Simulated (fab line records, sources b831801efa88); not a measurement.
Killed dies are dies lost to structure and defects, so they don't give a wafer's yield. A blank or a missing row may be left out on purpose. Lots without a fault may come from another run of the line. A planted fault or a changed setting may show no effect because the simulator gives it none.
Which tool did it? | flow gf180mcu | 12 lots, 36 wafers sampled, at 2 steps of a route of 602

WHAT THE GAUGES READ, wafer by wafer
GF_STI_CD_MEAS_12: target cd 220 nm. Usual: cd_nm 219.8 nm, standard deviation 1.2.
lot  | measured    | on        | cd_nm (nm)        | flag
L746 | day 2 02:14 | cd_sem-02 | 220.9 220.7 220.2 |
L747 | day 2 07:14 | cd_sem-01 | 220.5 219.8 221.1 |
L749 | day 2 16:28 | cd_sem-01 | 220.8 221.0 221.2 |
L750 | day 2 22:05 | cd_sem-02 | 231.1 231.5 229.8 | OFF
L751 | day 3 03:40 | cd_sem-02 | 218.3 218.4 218.4 |
L755 | day 4 00:07 | cd_sem-02 | 218.1 218.7 218.4 |
L756 | day 4 05:10 | cd_sem-02 | 224.6 223.8 224.6 | OFF
L757 | day 4 09:31 | cd_sem-01 | 226.9 226.8 226.6 | OFF
L760 | day 5 01:26 | cd_sem-01 | 219.1 219.9 218.9 |
L761 | day 5 07:14 | cd_sem-01 | 219.0 219.1 219.6 |
L762 | day 5 11:10 | cd_sem-02 | 220.8 219.1 219.8 |
L767 | day 6 13:45 | cd_sem-02 | 220.8 220.2 221.6 |

WHICH TOOL RAN EACH LOT (tool, then ch and the chambers of the sampled wafers, then the start)
lot  | GF_STI_EXPOSE_09
L746 | krf_scanner-02 ch 0, day 1 21:14
L747 | krf_scanner-02 ch 0, day 2 01:23
L749 | krf_scanner-01 ch 0, day 2 11:11
L750 | krf_scanner-02 ch 0, day 2 15:46
L751 | krf_scanner-01 ch 0, day 2 21:24
L755 | krf_scanner-01 ch 0, day 3 17:43
L756 | krf_scanner-02 ch 0, day 3 22:32
L757 | krf_scanner-02 ch 0, day 4 03:37
L760 | krf_scanner-01 ch 0, day 4 19:12
L761 | krf_scanner-01 ch 0, day 5 00:14
L762 | krf_scanner-01 ch 0, day 5 04:01
L767 | krf_scanner-01 ch 0, day 6 06:01
- GF_STI_EXPOSE_09: exposes mask COMP, target cd 220 nm.

WHAT THE TOOLS THEMSELVES READ (means of the sampled wafers that have a number; where no wafer has one, the mark that the record gives instead)
GF_STI_EXPOSE_09. Usual: exposure_dose_mJ_cm2 27.986, standard deviation 0.028.
lot  | tool           | exposure_dose_mJ_cm2 | flag
L746 | krf_scanner-02 | 27.957               |
L747 | krf_scanner-02 | 27.994               |
L749 | krf_scanner-01 | 27.942               |
L750 | krf_scanner-02 | 26.417               | OFF
L751 | krf_scanner-01 | 28.004               |
L755 | krf_scanner-01 | 27.953               |
L756 | krf_scanner-02 | 26.725               | OFF
L757 | krf_scanner-02 | 26.721               | OFF
L760 | krf_scanner-01 | 27.982               |
L761 | krf_scanner-01 | 27.998               |
L762 | krf_scanner-01 | 27.970               |
L767 | krf_scanner-01 | 27.952               |

THE ANSWER, worked out from the rows above alone
Rule: a lot is off if the mean of its wafers that have a number lies more than 3 standard deviations from the usual mean. A lot without any number at a reading at which 4 lots or more have one is off too. The other lots that the step has rows for count as sound. The gauges are gone through in route order, then the tools' own readings, and for those a lot's mean is taken as printed above. The first step at which some lot is off is used, and at that step the reading that is off furthest; a lot without a number counts as furthest.
Off: L750, L756, L757, at GF_STI_CD_MEAS_12 (cd_nm).
A tool fits if, at a process step before that reading, it ran every lot that is off, and no sound lot after the first of them. The gauges at GF_STI_CD_MEAS_12 aren't tried: what is off there is off at GF_STI_EXPOSE_09 too, on other tools, and a gauge's error can't cause that. One fits: krf_scanner-02 at GF_STI_EXPOSE_09. Its last sound lot is L747 (day 2 01:23), its first lot that is off L750 (day 2 15:46): a fault that began between those two fits.
The tool's own readings at GF_STI_EXPOSE_09 bear it out: on the lots that are off they differ by more than 5 times the standard deviation of the sound lots' means. exposure_dose_mJ_cm2 reads 26.621 there against 27.972 on the sound lots.

WHAT THE SIMULATOR HAD PUT IN
Process parameter drift: krf_scanner-02, from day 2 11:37 on, at GF_STI_EXPOSE_09. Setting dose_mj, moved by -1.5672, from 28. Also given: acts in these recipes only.
Lots struck among those shown: L750, L756, L757. The rule above found the same.
